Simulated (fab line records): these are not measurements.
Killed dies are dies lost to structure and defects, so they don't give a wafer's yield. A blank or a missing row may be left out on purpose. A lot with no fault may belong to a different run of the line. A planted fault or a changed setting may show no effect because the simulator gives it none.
Which tool did it? / flow sky130 / Sampling: 11 lots, 33 wafers, 2 of 708 route steps

## WHAT THE GAUGES READ, wafer by wafer
SKY_VIA2_THK_MEAS_01.
lot=L230; measured=day 35 05:07; on=film metro-01; VIA2_HDPCVD_THK (nm)=1179 1189 1176
lot=L231; measured=day 35 10:19; on=film metro-03; VIA2_HDPCVD_THK (nm)=1159 1171 1163
lot=L232; measured=day 35 17:50; on=film metro-03; VIA2_HDPCVD_THK (nm)=1209 1216 1222
lot=L234; measured=day 36 12:20; on=film metro-01; VIA2_HDPCVD_THK (nm)=1186 1176 1180
lot=L236; measured=day 37 16:26; on=film metro-02; VIA2_HDPCVD_THK (nm)=1172 1164 1169
lot=L246; measured=day 40 08:43; on=film metro-01; VIA2_HDPCVD_THK (nm)=1192 1191 1202
lot=L247; measured=day 40 12:11; on=film metro-01; VIA2_HDPCVD_THK (nm)=1206 1208 1195
lot=L249; measured=day 41 07:20; on=film metro-03; VIA2_HDPCVD_THK (nm)=1193 1173 1194
lot=L251; measured=day 42 00:41; on=film metro-02; VIA2_HDPCVD_THK (nm)=1193 1179 1181
lot=L253; measured=day 42 15:39; on=film metro-03; VIA2_HDPCVD_THK (nm)=1199 1211 1193
lot=L252; measured=day 42 16:35; on=film metro-01; VIA2_HDPCVD_THK (nm)=1187 1191 1206

## EACH LOT AND THE TOOL THAT RAN IT (in order: tool; ch and the chambers of the sampled wafers; start)
lot=L230; SKY_METAL2_DESCUM_17=rie metal-01 ch 0,1, day 35 04:11
lot=L231; SKY_METAL2_DESCUM_17=rie metal-03 ch 1, day 35 09:14
lot=L232; SKY_METAL2_DESCUM_17=rie metal-03 ch 1, day 35 16:44
lot=L234; SKY_METAL2_DESCUM_17=rie metal-03 ch 0,1, day 36 11:26
lot=L236; SKY_METAL2_DESCUM_17=rie metal-01 ch 0,1, day 37 15:29
lot=L246; SKY_METAL2_DESCUM_17=rie metal-02 ch 0,1, day 40 07:47
lot=L247; SKY_METAL2_DESCUM_17=rie metal-02 ch 0,1, day 40 11:16
lot=L249; SKY_METAL2_DESCUM_17=rie metal-02 ch 0,1, day 41 06:26
lot=L251; SKY_METAL2_DESCUM_17=rie metal-01 ch 0,1, day 41 23:47
lot=L253; SKY_METAL2_DESCUM_17=rie metal-02 ch 0,1, day 42 14:24
lot=L252; SKY_METAL2_DESCUM_17=rie metal-01 ch 0,1, day 42 15:37
- SKY_METAL2_DESCUM_17: chemistry O2, time 8 s.

## THE ANSWER, worked out from the rows above alone
Rule: what is usual is taken from the lots themselves. Put in order of their means at a reading, lots are off if they are a third of the lots or fewer, leave a main group of 4 or more, and stand apart from it by a gap of 3 or more times the standard deviation of the main group's means; of several such gaps the widest counts. A main group whose means are all the same, to the digits that the tables above print for the reading, isn't used. A lot without any number at a reading at which 4 lots or more have one is off too. Any other lot the step has rows for is counted as sound.
None of the lots is off at any reading shown; this tells nothing.

## WHAT THE SIMULATOR HAD INSERTED
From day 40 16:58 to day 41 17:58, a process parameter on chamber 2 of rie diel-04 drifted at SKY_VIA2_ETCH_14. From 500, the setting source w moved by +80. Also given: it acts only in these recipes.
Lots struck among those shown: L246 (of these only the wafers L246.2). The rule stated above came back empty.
